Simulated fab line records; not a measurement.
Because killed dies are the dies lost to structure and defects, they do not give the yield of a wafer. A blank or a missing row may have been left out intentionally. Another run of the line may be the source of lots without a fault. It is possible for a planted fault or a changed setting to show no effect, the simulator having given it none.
Matching of chambers :: flow sky130 :: SKY_VIA1_CMP_02 on cmp-02 has 4 sister chambers
The step polishes SiO2. 4 wafers are shown with their chamber, then 8 later ones without.

== WAFERS, EACH WITH ITS CHAMBER ==
wafer: L968.1
chamber: 3
motor-current-A (A): 13.1

wafer: L968.4
chamber: 2
motor-current-A (A): 14.1

wafer: L975.5
chamber: 1
motor-current-A (A): 12.3

wafer: L976.4
chamber: 0
motor-current-A (A): 11.3

== WAFERS MISSING THEIR CHAMBER ==
wafer: L976.5
motor-current-A (A): 13.2

wafer: L976.6
motor-current-A (A): 11.8

wafer: L982.3
motor-current-A (A): 12.1

wafer: L982.4
motor-current-A (A): 12.3

wafer: L982.5
motor-current-A (A): 11.1

wafer: L983.2
motor-current-A (A): 10.8

wafer: L983.3
motor-current-A (A): 14.2

wafer: L983.6
motor-current-A (A): 13.9

== EACH ONE'S CHAMBER ==
wafer: L976.5
from the rows above: 3
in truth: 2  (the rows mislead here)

wafer: L976.6
from the rows above: can't be placed: 0 or 1
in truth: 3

wafer: L982.3
from the rows above: 1
in truth: 1

wafer: L982.4
from the rows above: 1
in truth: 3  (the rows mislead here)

wafer: L982.5
from the rows above: 0
in truth: 0

wafer: L983.2
from the rows above: 0
in truth: 0

wafer: L983.3
from the rows above: 2
in truth: 2

wafer: L983.6
from the rows above: 2
in truth: 2
Correct placement for 5 of the 8. These rows do not allow placing 1 (true chamber among the candidates in 0). Placed wrongly: 2.
How it was worked out, from the rows above alone: a wafer's distance from a chamber is the root of the sum, over the readings, of the square of ((its reading less the chamber's mean) divided by the reading's scatter). The wafer belongs to the nearest chamber; if the next one is less than 2 further off, it can't be placed. A chamber's mean is the mean of its shown wafers. The scatter (one wafer shown for each chamber): square how far every hidden wafer sits from the nearest shown wafer, average those squares and take the square root.
